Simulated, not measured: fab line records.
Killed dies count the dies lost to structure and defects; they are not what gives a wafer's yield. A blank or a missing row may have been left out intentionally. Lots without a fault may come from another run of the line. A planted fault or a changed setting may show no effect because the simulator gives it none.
fab line records    flow sky130
[record] lots = 11  wafers = 33  last-day = 50
route steps=708 shown GATE_OXIDE@201 POLY_GATE@205 LDD_N@251 LDD_P@263
lots that met no fault: from a run of the same line without faults
start-h: hours from the record's opening day to when the first of the lot's shown wafers began    wait-h: how many hours have passed since the lot's step before this one    " unchanged from the row above    L1.1+2: a single row standing in for several wafers    - no value present, or no start provided    * or withheld: withheld    < > ~ a bound
route shown NAME@n: names a module that has steps shown in the file, with the first one's number in the route    usual: mean/standard deviation taken from wafers without a fault    same: alike in all rows    chamber/n: place in a boat    sites: readings site by site    _std_site: how widely they spread, as a standard deviation    _edge_site: mean of outer sites minus mean of inner sites    radius-mm: how far each site lies from the wafer's centre    mask NAME#n: copy n    behind: tool/chamber where the wafer was last shaped    hold: why the lot was held/for how many hours/how that ended    device: the transistor (n, p or np) that didn't switch    end of line: the tests these same wafers got at the end of their route    a step with no rows: only its recipe    killed: the dies lost at the first sort to structure and to defects; this is not the yield of the wafer    map: shows each die of a wafer: x if killed, . if not, _ if none is there
set.NAME: the run value of the setting; set.NAME@STEP: its run value at that earlier step    model.NAME: the simulator's own value behind a step, which no gauge read
route steps across a sampled set of lots; one table per step, one row per wafer
services: the hour from which a tool's chamber was out of use, counted from the record's first day as start-h (under 0 if before that day), plus the number of hours and why
[[steps]]
[step SKY_GATE_OXIDE_TW_MEAS_14]
[usual] GATE_OXIDE_TW = 225.9/2.2
lot.wafer  tool           chamber  start-h  wait-h  GATE_OXIDE_TW
L416.2     film-metro-03  -        304.80   0.1     223.7
L416.5     "              -        "        "       223.6
L416.6     "              -        "        "       224.2
L419.1     film-metro-04  -        344.88   0.1     229.7
L419.5     "              -        "        "       227.8
L419.6     "              -        "        "       227.8
L420.1     film-metro-03  -        345.33   0.1     226.3
L420.3     "              -        "        "       226.6
L420.4     "              -        "        "       226.0
L427.1     film-metro-04  -        401.53   0.1     228.2
L427.3     "              -        "        "       227.9
L427.5     "              -        "        "       228.7
L426.2     film-metro-04  -        401.79   0.1     227.0
L426.5     "              -        "        "       227.6
L426.6     "              -        "        "       226.7
L428.1     film-metro-03  -        415.33   0.1     223.7
L428.3     "              -        "        "       225.4
L428.6     "              -        "        "       224.3
L429.2     film-metro-04  -        416.99   0.1     228.5
L429.3     "              -        "        "       229.1
L429.4     "              -        "        "       228.1
L434.4     film-metro-04  -        480.31   0.1     227.6
L434.5     "              -        "        "       228.0
L434.6     "              -        "        "       227.7
L435.1     film-metro-01  -        486.63   0.1     223.1
L435.3     "              -        "        "       223.8
L435.4     "              -        "        "       222.3
L437.2     film-metro-04  -        500.23   0.1     229.3
L437.3     "              -        "        "       227.3
L437.6     "              -        "        "       228.5
L438.4     film-metro-01  -        511.90   0.1     223.0
L438.5     "              -        "        "       222.3
L438.6     "              -        "        "       223.2
[step SKY_POLY_GATE_THK_MEAS_01]
[recipe] reads = poly-Si_of_POLY_GATE_CVD_00
[usual] POLY_GATE_CVD_00_THK = 179.5/1.4
lot.wafer  tool           chamber  start-h  wait-h  POLY_GATE_CVD_00_THK[nm]
L416.2     film-metro-03  -        307.70   0.0     178.5
L416.5     "              -        "        "       179.3
L416.6     "              -        "        "       177.4
L419.1     film-metro-01  -        347.77   0.0     180.2
L419.5     "              -        "        "       180.8
L419.6     "              -        "        "       179.9
L420.1     film-metro-02  -        349.91   0.0     180.4
L420.3     "              -        "        "       178.6
L420.4     "              -        "        "       180.3
L427.1     film-metro-01  -        405.25   0.0     181.0
L427.3     "              -        "        "       178.9
L427.5     "              -        "        "       180.8
L426.2     film-metro-02  -        405.26   0.0     178.4
L426.5     "              -        "        "       179.4
L426.6     "              -        "        "       177.1
L428.1     film-metro-01  -        419.99   0.0     180.9
L428.3     "              -        "        "       180.2
L428.6     "              -        "        "       179.8
L429.2     film-metro-02  -        420.00   0.0     180.7
L429.3     "              -        "        "       180.7
L429.4     "              -        "        "       181.4
L434.4     film-metro-01  -        483.21   0.0     179.3
L434.5     "              -        "        "       178.8
L434.6     "              -        "        "       179.3
L435.1     film-metro-03  -        489.47   0.0     179.6
L435.3     "              -        "        "       178.4
L435.4     "              -        "        "       180.3
L437.2     film-metro-02  -        503.67   0.0     179.9
L437.3     "              -        "        "       180.3
L437.6     "              -        "        "       179.9
L438.4     film-metro-02  -        514.75   0.0     180.3
L438.5     "              -        "        "       178.3
L438.6     "              -        "        "       179.7
[step SKY_LDD_N_IMPLANT_14]
[recipe] species = BF2  energy-kev = 50  dose-cm2 = 5e+12  tilt-deg = 30  rotation-deg = 180
[usual] beam-on-s = 10.00/0.21  dose-ions-cm2 = 5e+12/5.5e+09  end-station-pressure-torr = 5.02e-06/2.5e-07  faraday-current-uA = 28.2/0.59
lot.wafer  tool          chamber  start-h  wait-h  beam-on-s  dose-ions-cm2  end-station-pressure-torr  faraday-current-uA
L416.2     implanter-02  0        395.50   0.1     9.80       5.011e+12      5.16e-06                   28.7
L416.5     "             0        "        "       9.71       5.008e+12      4.98e-06                   28.9
L416.6     "             0        "        "       10.10      4.998e+12      5.23e-06                   28.0
L419.1     implanter-01  0        441.72   0.1     10.23      4.994e+12      5.27e-06                   27.6
L419.5     "             0        "        "       10.13      5.005e+12      4.76e-06                   27.9
L419.6     "             0        "        "       9.82       5.001e+12      5.09e-06                   28.7
L420.1     implanter-03  0        444.87   0.1     10.19      4.998e+12      4.88e-06                   27.6
L420.3     "             0        "        "       9.72       5.006e+12      4.84e-06                   29.0
L420.4     "             0        "        "       10.16      4.998e+12      5.09e-06                   27.6
L426.2     implanter-03  0        503.15   0.1     10.19      5.2355e+13     4.91e-06                   289.7
L426.5     "             0        "        "       10.13      5.2349e+13     5.46e-06                   291.3
L426.6     "             0        "        "       10.33      5.2343e+13     5.31e-06                   284.8
L427.1     implanter-01  0        503.42   0.1     10.30      5.002e+12      4.94e-06                   27.3
L427.3     "             0        "        "       9.56       5.005e+12      5.01e-06                   29.4
L427.5     "             0        "        "       10.05      4.998e+12      5.31e-06                   27.9
L428.1     implanter-03  0        516.72   0.1     10.11      5.2365e+13     5.29e-06                   291.6
L428.3     "             0        "        "       9.88       5.2355e+13     5.03e-06                   296.7
L428.6     "             0        "        "       10.21      5.2351e+13     5.37e-06                   289.2
L429.2     implanter-02  0        518.25   0.1     9.81       4.996e+12      5.08e-06                   28.7
L429.3     "             0        "        "       9.84       4.995e+12      5.13e-06                   28.7
L429.4     "             0        "        "       10.48      4.987e+12      5.48e-06                   27.1
L434.4     implanter-02  0        579.00   0.1     10.01      4.993e+12      4.81e-06                   28.2
L434.5     "             0        "        "       9.94       4.994e+12      5.11e-06                   28.4
L434.6     "             0        "        "       10.18      4.995e+12      4.86e-06                   27.8
L435.1     implanter-02  0        586.33   0.1     9.96       5.001e+12      5.22e-06                   28.4
L435.3     "             0        "        "       10.09      5.007e+12      4.97e-06                   27.9
L435.4     "             0        "        "       10.24      4.994e+12      5.09e-06                   27.3
L437.2     implanter-03  0        599.46   0.1     10.18      5.008e+12      4.99e-06                   27.6
L437.3     "             0        "        "       9.93       4.996e+12      5.25e-06                   28.5
L437.6     "             0        "        "       9.88       5.005e+12      4.69e-06                   28.5
L438.4     implanter-02  0        613.55   0.1     10.27      4.998e+12      5.18e-06                   27.6
L438.5     "             0        "        "       9.63       5.005e+12      5.18e-06                   29.3
L438.6     "             0        "        "       9.71       5e+12          5.22e-06                   29.0
[step SKY_LDD_N_STRIP_16]
[recipe] chemistry = O2/N2  power-w = 1400  pressure-mtorr = 1500  platen-temp-c = withheld  o2-flow-sccm = 3000  n2-flow-sccm = 300  overash-fraction = 0.5
[usual] drypump-motor-current-A = 5.94/0.2  n2-flow-sccm = 299.9/0.92  oes-product-au = 0.406/0.0045  strip-time-to-endpoint-s = 4.319/0.014
[same] overash-fraction = 0.5
lot.wafer  tool             chamber  start-h  wait-h  drypump-motor-current-A  n2-flow-sccm  oes-product-au  rf-hours-counter-h  strip-time-to-endpoint-s
L416.2     plasma-asher-04  1        395.77   0.1     5.83                     299.6         0.409           27                  4.316
L416.5     "                0        "        "       6.24                     298.9         0.408           -                   4.324
L416.6     "                1        "        "       5.81                     300.2         0.412           -                   4.344
L419.1     plasma-asher-02  1        442.02   0.1     5.77                     299.3         0.405           74                  4.331
L419.5     "                1        "        "       5.75                     298.4         0.403           -                   4.329
L419.6     "                0        "        "       6.04                     298.7         0.411           -                   4.316
L420.1     plasma-asher-01  0        445.17   0.1     6.09                     299.6         0.412           63                  4.310
L420.3     "                0        "        "       6.07                     300.1         0.405           -                   4.308
L420.4     "                1        "        "       5.71                     298.7         0.406           -                   4.303
L426.2     plasma-asher-04  1        503.42   0.1     5.78                     298.8         0.407           39                  4.405
L426.5     "                1        "        "       5.83                     298.8         0.408           -                   4.433
L426.6     "                0        "        "       6.26                     298.7         0.409           -                   4.420
L427.1     plasma-asher-01  1        503.72   0.1     5.77                     300.3         0.408           66                  4.311
L427.3     "                0        "        "       6.10                     300.0         0.405           -                   4.322
L427.5     "                0        "        "       6.07                     299.1         0.410           -                   4.328
L428.1     plasma-asher-01  0        517.02   0.1     6.07                     301.2         0.409           68                  4.439
L428.3     "                0        "        "       6.07                     301.3         0.412           -                   4.447
L428.6     "                1        "        "       5.70                     300.2         0.409           -                   4.432
L429.2     plasma-asher-01  1        518.52   0.1     5.73                     301.8         0.402           68                  4.310
L429.3     "                1        "        "       5.75                     301.3         0.411           -                   4.331
L429.4     "                0        "        "       6.08                     300.5         0.401           -                   4.311
L434.4     plasma-asher-02  0        579.26   0.1     6.05                     299.3         0.413           -                   4.339
L434.5     "                0        "        "       6.07                     298.9         0.405           -                   4.320
L434.6     "                1        "        "       5.73                     300.4         0.405           -                   4.339
L435.1     plasma-asher-01  1        586.63   0.1     5.70                     299.2         0.404           75                  4.311
L435.3     "                1        "        "       5.72                     300.1         0.402           -                   4.302
L435.4     "                0        "        "       6.07                     299.7         0.408           -                   4.330
L437.2     plasma-asher-04  0        599.73   0.1     6.26                     300.5         0.407           48                  4.314
L437.3     "                0        "        "       6.26                     301.4         0.408           -                   4.311
L437.6     "                0        "        "       6.25                     299.7         0.413           -                   4.316
L438.4     plasma-asher-02  1        613.81   0.1     5.73                     300.5         0.406           -                   4.310
L438.5     "                1        "        "       5.70                     299.2         0.417           -                   4.307
L438.6     "                0        "        "       6.06                     300.0         0.406           -                   4.295
[step SKY_LDD_N_TW_MEAS_17]
[usual] LDD_N_TW = 2610/31
lot.wafer  tool           chamber  start-h  wait-h  LDD_N_TW
L416.2     film-metro-01  -        395.88   0.1     2553
L416.5     "              -        "        "       2560
L416.6     "              -        "        "       2563
L419.1     film-metro-04  -        442.12   0.1     2613
L419.5     "              -        "        "       2619
L419.6     "              -        "        "       2626
L420.1     film-metro-02  -        445.27   0.1     2646
L420.3     "              -        "        "       2618
L420.4     "              -        "        "       2637
L426.2     film-metro-04  -        503.53   0.1     2688
L426.5     "              -        "        "       2686
L426.6     "              -        "        "       2694
L427.1     film-metro-04  -        503.82   0.1     2642
L427.3     "              -        "        "       2633
L427.5     "              -        "        "       2634
L428.1     film-metro-04  -        517.12   0.1     2682
L428.3     "              -        "        "       2699
L428.6     "              -        "        "       2683
L429.2     film-metro-01  -        518.63   0.1     2572
L429.3     "              -        "        "       2571
L429.4     "              -        "        "       2576
L434.4     film-metro-01  -        579.35   0.1     2568
L434.5     "              -        "        "       2566
L434.6     "              -        "        "       2557
L435.1     film-metro-01  -        586.73   0.1     2574
L435.3     "              -        "        "       2564
L435.4     "              -        "        "       2565
L437.2     film-metro-02  -        599.85   0.1     2625
L437.3     "              -        "        "       2638
L437.6     "              -        "        "       2638
L438.4     film-metro-02  -        613.90   0.1     2617
L438.5     "              -        "        "       2619
L438.6     "              -        "        "       2618
[step SKY_LDD_P_OVL_MEAS_08]
[usual] LDD_P_OVL = -0.2/1.4
lot.wafer  tool        chamber  start-h  wait-h  LDD_P_OVL[nm]
L416.2     overlay-01  -        425.76   0.1     2.0
L416.5     "           -        "        "       0.7
L416.6     "           -        "        "       2.1
L419.1     overlay-01  -        473.01   0.1     -0.9
L419.5     "           -        "        "       -1.7
L419.6     "           -        "        "       -1.3
L420.1     overlay-01  -        476.31   0.1     0.8
L420.3     "           -        "        "       0.9
L420.4     "           -        "        "       1.3
L426.2     overlay-02  -        533.66   0.1     0.8
L426.5     "           -        "        "       -0.3
L426.6     "           -        "        "       -1.8
L427.1     overlay-02  -        534.66   0.1     0.7
L427.3     "           -        "        "       0.6
L427.5     "           -        "        "       0.1
L428.1     overlay-01  -        547.40   0.1     1.1
L428.3     "           -        "        "       0.8
L428.6     "           -        "        "       2.2
L429.2     overlay-01  -        549.21   0.1     -1.4
L429.3     "           -        "        "       -1.7
L429.4     "           -        "        "       -2.2
L434.4     overlay-01  -        608.58   0.1     0.0
L434.5     "           -        "        "       2.1
L434.6     "           -        "        "       0.1
L435.1     overlay-01  -        616.00   0.1     -0.2
L435.3     "           -        "        "       1.5
L435.4     "           -        "        "       0.5
L437.2     overlay-01  -        628.21   0.1     -0.5
L437.3     "           -        "        "       -2.1
L437.6     "           -        "        "       -0.5
L438.4     overlay-02  -        642.58   0.1     -0.5
L438.5     "           -        "        "       -0.3
L438.6     "           -        "        "       -2.2
[[services]]
tool             chamber  start-h  hours  kind
implanter-02     -        404.12   2.0    repair
implanter-01     -        436.56   1.7    repair
implanter-02     -        457.42   5.1    repair
implanter-03     -        467.11   4.3    pm
plasma-asher-01  -        473.55   14.6   pm
implanter-01     -        491.23   2.4    repair
plasma-asher-01  -        493.69   4.0    repair
implanter-02     -        568.28   1.3    repair
implanter-01     -        569.35   106.0  repair
implanter-03     -        569.65   1.9    repair
plasma-asher-04  -        585.01   2.8    pm
[[key]]
[first-sign] step = SKY_LDD_N_IMPLANT_14  reading = dose-ions-cm2  direction = up  sigmas = 99+  usual = *  struck = *
[effect] step = SKY_LDD_N_IMPLANT_14  reading = faraday-current-uA  direction = up  sigmas = 99+  usual = 28.2  struck = 290.6
[effect] step = SKY_LDD_N_STRIP_16  reading = strip-time-to-endpoint-s  direction = up  sigmas = 8.2  usual = *  struck = *
[effect] step = SKY_LDD_N_TW_MEAS_17  reading = LDD_N_TW  direction = up  sigmas = 2.6  usual = 2610  struck = 2688
met-at SKY_LDD_N_IMPLANT_14
struck-lots L426,L428
tester-left-out L426,L428
not-acting-at SKY_GATE_OXIDE_TW_MEAS_14,SKY_POLY_GATE_THK_MEAS_01,SKY_LDD_P_OVL_MEAS_08
onset-between 444.87 503.15
[fault] kind = process-parameter-drift  tool = implanter-03  chamber = -  onset-h = 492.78  steps = SKY_LDD_N_IMPLANT_14  channel = dose-cm2  offset = *  shape = step  end-h = 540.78  acts-in = *  stated = *
// tester-left-out: of these lots the tester's yield and bins aren't shown, on N5 and GAA mostly nor the transistor test; their killed dies are dies lost to structure and defects alone, not to doping, threshold or leakage, so they don't give the yield
